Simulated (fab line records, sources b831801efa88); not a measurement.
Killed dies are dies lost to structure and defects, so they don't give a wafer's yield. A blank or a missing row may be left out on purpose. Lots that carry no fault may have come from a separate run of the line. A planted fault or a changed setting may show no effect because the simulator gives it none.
Which tool is to blame?    flow gf180mcu    39 wafers from 13 lots sampled at 5 of the route's 602 steps

## WHAT THE GAUGES READ, wafer by wafer
GF_V2_THK_MEAS_03. Usual: V2_CVD_02_THK typically reads 848 nm, with standard deviation 11.
lot   measured      on            V2_CVD_02_THK (nm)  flag
L553  day 19 03:54  filmMetro-04  854 836 862         
L554  day 19 13:31  filmMetro-03  837 863 857         
L556  day 20 19:05  filmMetro-01  837 836 838         
L555  day 21 01:54  filmMetro-01  849 860 865         
L560  day 22 16:22  filmMetro-01  848 852 858         
L559  day 22 19:25  filmMetro-04  830 844 842         
L562  day 23 13:08  filmMetro-03  831 852 847         
L563  day 23 15:59  filmMetro-04  833 838 836         
L565  day 24 02:50  filmMetro-01  872 854 860         
L570  day 25 16:51  filmMetro-01  834 850 838         
L571  day 25 23:54  filmMetro-03  349 856 847         OFF
L572  day 26 09:26  filmMetro-03  830 857 841         
L575  day 27 01:59  filmMetro-04  847 842 856         

## TOOL THAT RAN EACH LOT (tool first, then ch and the chambers of the sampled wafers, then the start)
lot   GF_M1_SPUTTER_04             GF_V1_ETCH_16                      GF_M2_SPUTTER_04             GF_V2_CVD_02
L553  pvdSputter-03, day 16 02:44  rieDiel-01 ch 0,1,3, day 18 02:01  pvdSputter-03, day 18 03:36  pecvd-03 ch 0,1,2, day 19 03:50
L554  pvdSputter-03, day 16 12:08  rieDiel-02 ch 0,2, day 18 11:46    pvdSputter-01, day 18 13:26  pecvd-03 ch 0,1,2, day 19 13:26
L556  pvdSputter-01, day 17 15:31  rieDiel-02 ch 0,2,3, day 19 16:55  pvdSputter-03, day 19 18:28  pecvd-03 ch 0,1,2, day 20 19:01
L555  pvdSputter-03, day 17 20:50  rieDiel-03 ch 0,3, day 19 22:55    pvdSputter-03, day 20 00:28  pecvd-03 ch 0,1,2, day 21 01:50
L560  pvdSputter-01, day 19 12:31  rieDiel-03 ch 1,2,3, day 21 13:55  pvdSputter-01, day 21 15:28  pecvd-03 ch 1,2, day 22 16:17
L559  pvdSputter-02, day 19 15:11  rieDiel-01 ch 1,2, day 21 17:08    pvdSputter-03, day 21 18:42  pecvd-01 ch 0,1,2, day 22 19:21
L562  pvdSputter-01, day 20 10:40  rieDiel-03 ch 0,1,3, day 22 12:30  pvdSputter-01, day 22 14:03  pecvd-01 ch 0,1, day 23 13:03
L563  pvdSputter-02, day 20 13:49  rieDiel-01 ch 0,2,3, day 22 15:06  pvdSputter-04, day 22 16:38  pecvd-01 ch 0,1,2, day 23 15:53
L565  pvdSputter-03, day 21 01:34  rieDiel-02 ch 1,2,3, day 23 02:37  pvdSputter-01, day 23 04:14  pecvd-03 ch 0,1,2, day 24 02:46
L570  pvdSputter-03, day 22 18:07  rieDiel-03 ch 0,1,2, day 24 17:10  pvdSputter-04, day 24 18:43  pecvd-02 ch 0,1, day 25 16:47
L571  pvdSputter-01, day 23 03:11  rieDiel-03 ch 0,1,2, day 25 00:57  pvdSputter-04, day 25 02:31  pecvd-03 ch 0,1,2, day 25 23:50
L572  pvdSputter-01, day 23 12:25  rieDiel-01 ch 1,3, day 25 09:48    pvdSputter-03, day 25 11:26  pecvd-01 ch 0,1,2, day 26 09:21
L575  pvdSputter-03, day 24 07:23  rieDiel-02 ch 0,1,3, day 26 02:43  pvdSputter-01, day 26 04:36  pecvd-02 ch 0,2, day 27 01:55
- GF_M1_SPUTTER_04: material TiN, target thk 50 nm, time 41.7 s.
- GF_V1_ETCH_16: etches BARC in N2/H2.
- GF_M2_SPUTTER_04: material TiN, target thk 50 nm, time 41.7 s.
- GF_V2_CVD_02: deposits SiO2 from TEOS, target thk 850 nm, time 94.851 s.

## AS READ BY THE TOOLS THEMSELVES (means over the sampled wafers that have a number; for cases with no such wafer, the mark the record gives instead)
GF_M1_SPUTTER_04. Usual: throttleValvePct at 30.3 %, with a standard deviation of 1.1.
lot   tool           throttleValvePct (%)  flag
L553  pvdSputter-03  29.7                  
L554  pvdSputter-03  30.0                  
L556  pvdSputter-01  30.9                  
L555  pvdSputter-03  29.3                  
L560  pvdSputter-01  30.5                  
L559  pvdSputter-02  29.8                  
L562  pvdSputter-01  30.5                  
L563  pvdSputter-02  30.2                  
L565  pvdSputter-03  30.1                  
L570  pvdSputter-03  30.0                  
L571  pvdSputter-01  30.1                  
L572  pvdSputter-01  30.1                  
L575  pvdSputter-03  29.4                  

GF_V1_ETCH_16. Usual: drypumpMotorCurrentA 5.8 A, standard deviation 0.41; oesProductAu 0.855 a.u., standard deviation 0.0047; throttleValvePct 13.225 %, standard deviation 0.0089.
lot   tool        drypumpMotorCurrentA (A)  oesProductAu (a.u.)  throttleValvePct (%)  flag
L553  rieDiel-01  6.0                       0.859                13.232                
L554  rieDiel-02  6.0                       0.860                13.217                
L556  rieDiel-02  5.8                       0.853                13.228                
L555  rieDiel-03  5.3                       0.858                13.224                
L560  rieDiel-03  5.3                       0.857                13.228                
L559  rieDiel-01  5.8                       0.856                13.225                
L562  rieDiel-03  5.6                       0.854                13.225                
L563  rieDiel-01  5.9                       0.861                13.224                
L565  rieDiel-02  5.8                       0.857                13.227                
L570  rieDiel-03  5.7                       0.855                13.226                
L571  rieDiel-03  5.7                       0.852                13.223                
L572  rieDiel-01  6.0                       0.851                13.227                
L575  rieDiel-02  6.0                       0.860                13.225                

GF_M2_SPUTTER_04. Usual: throttleValvePct at 30.1 %, with a standard deviation of 1.1.
lot   tool           throttleValvePct (%)  flag
L553  pvdSputter-03  29.9                  
L554  pvdSputter-01  31.0                  
L556  pvdSputter-03  29.9                  
L555  pvdSputter-03  29.9                  
L560  pvdSputter-01  30.6                  
L559  pvdSputter-03  29.7                  
L562  pvdSputter-01  30.4                  
L563  pvdSputter-04  29.4                  
L565  pvdSputter-01  30.7                  
L570  pvdSputter-04  28.9                  
L571  pvdSputter-04  29.4                  
L572  pvdSputter-03  30.1                  
L575  pvdSputter-01  31.1                  

GF_V2_CVD_02. Usual: heaterPowerW at 646 W, with a standard deviation of 99.
lot   tool      heaterPowerW (W)  flag
L553  pecvd-03  651               
L554  pecvd-03  621               
L556  pecvd-03  590               
L555  pecvd-03  696               
L560  pecvd-03  652               
L559  pecvd-01  610               
L562  pecvd-01  561               
L563  pecvd-01  614               
L565  pecvd-03  677               
L570  pecvd-02  800               
L571  pecvd-03  643               
L572  pecvd-01  566               
L575  pecvd-02  725               

## THE ANSWER, worked out from the rows above alone
Rule: a lot is off if the mean of its wafers that have a number lies more than 3 standard deviations from the usual mean. Also off: a lot with no number at a reading for which 4 or more lots have one. Any other lot the step has rows for is counted as sound. Order of review: gauges by route order, followed by the tools' own readings, for which a lot's mean as printed above is used. At the first step where some lot is off, the reading lying furthest off is the one used; lots without a number count as furthest.
Off: L571, seen at GF_V2_THK_MEAS_03 (V2_CVD_02_THK).
A tool fits if, at a process step before that reading, it ran every lot that is off, and no sound lot after the first of them. Gauges at GF_V2_THK_MEAS_03: tried the same way as those tools. Can't be told from this: 3 tools fit, rieDiel-03 at GF_V1_ETCH_16, pvdSputter-04 at GF_M2_SPUTTER_04, pecvd-03 at GF_V2_CVD_02.

## WHAT HAD BEEN PUT IN BY THE SIMULATOR
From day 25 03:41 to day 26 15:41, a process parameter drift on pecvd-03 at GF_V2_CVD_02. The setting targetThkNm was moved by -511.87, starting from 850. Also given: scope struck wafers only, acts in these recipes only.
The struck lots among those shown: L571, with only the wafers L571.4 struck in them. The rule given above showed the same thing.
